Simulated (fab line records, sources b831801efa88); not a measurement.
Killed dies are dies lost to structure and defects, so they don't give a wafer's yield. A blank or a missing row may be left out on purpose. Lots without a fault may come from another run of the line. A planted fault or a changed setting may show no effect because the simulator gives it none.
Chamber matching | flow sky130 | SKY_VIA3_CMP_02 on cmp-02: 4 sister chambers
The step polishes SiO2. 27 wafers are shown with their chamber, then 12 later ones without.

WAFERS WITH THEIR CHAMBER
wafer  | chamber | motor_current_A (A) | head_pressure_psi (psi)
L074.2 | 2       | 13.9                | 3.994
L074.4 | 0       | 12.9                | 4.019
L074.6 | 2       | 14.3                | 3.996
L075.2 | 1       | 12.7                | 4.007
L075.3 | 3       | 11.9                | 4.004
L075.6 | 0       | 13.8                | 4.004
L076.3 | 1       | 12.6                | 3.996
L076.4 | 2       | 14.3                | 4.006
L076.5 | 2       | 14.7                | 3.988
L078.1 | 0       | 13.4                | 4.000
L078.2 | 3       | 11.2                | 4.009
L078.6 | 1       | 12.7                | 3.983
L080.1 | 2       | 14.9                | 4.001
L080.3 | 1       | 12.9                | 4.012
L080.6 | 0       | 13.2                | 4.003
L082.1 | 3       | 11.8                | 4.009
L082.4 | 0       | 12.8                | 4.009
L082.6 | 0       | 13.0                | 3.999
L085.1 | 3       | 11.5                | 4.004
L085.2 | 2       | 14.7                | 4.006
L085.4 | 1       | 12.6                | 3.994
L089.2 | 3       | 12.2                | 4.000
L089.5 | 0       | 13.6                | 4.014
L089.6 | 1       | 12.8                | 4.014
L090.1 | 3       | 11.5                | 4.004
L090.2 | 1       | 12.1                | 3.994
L090.3 | 0       | 13.6                | 3.992

SIGNATURES (means of the wafers above)
reading           | chamber 0 | chamber 1 | chamber 2 | chamber 3 | scatter within a chamber
motor_current_A   | 13.287    | 12.629    | 14.467    | 11.683    | 0.339
head_pressure_psi | 4.00500   | 4.00000   | 3.99850   | 4.00500   | 0.00837
Rule: a wafer's distance from a chamber is the root of the sum, over the readings, of the square of ((its reading less the chamber's mean) divided by the reading's scatter). The wafer belongs to the nearest chamber; if the next one is less than 2 further off, it can't be placed. The scatter: the root of (the sum of the squares of (reading less its chamber's mean) over the shown wafers, divided by (wafers less chambers)).

WAFERS WITHOUT THEIR CHAMBER
wafer  | motor_current_A (A) | head_pressure_psi (psi)
L091.1 | 12.3                | 3.988
L091.5 | 14.5                | 3.993
L091.6 | 12.0                | 4.013
L093.1 | 12.6                | 4.011
L093.5 | 14.4                | 4.015
L093.6 | 11.7                | 4.009
L094.1 | 12.1                | 4.007
L094.2 | 12.5                | 4.002
L094.3 | 14.1                | 3.997
L096.3 | 12.8                | 3.991
L096.4 | 14.5                | 4.000
L096.5 | 13.0                | 3.993

WHICH CHAMBER EACH WENT THROUGH
wafer  | from the rows above          | in truth
L091.1 | can't be placed: 1 or 3 or 0 | 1
L091.5 | 2                            | 2
L091.6 | can't be placed: 3 or 1      | 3
L093.1 | can't be placed: 1 or 0 or 3 | 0
L093.5 | can't be placed: 2 or 0      | 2
L093.6 | 3                            | 3
L094.1 | can't be placed: 3 or 1      | 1
L094.2 | can't be placed: 1 or 0 or 3 | 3
L094.3 | can't be placed: 2 or 0      | 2
L096.3 | can't be placed: 1 or 0      | 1
L096.4 | 2                            | 2
L096.5 | can't be placed: 1 or 0      | 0
Placed correctly: 3 of 12. Can't be placed from these rows: 9 (the true chamber is among the candidates in 9). Placed wrongly: 0.
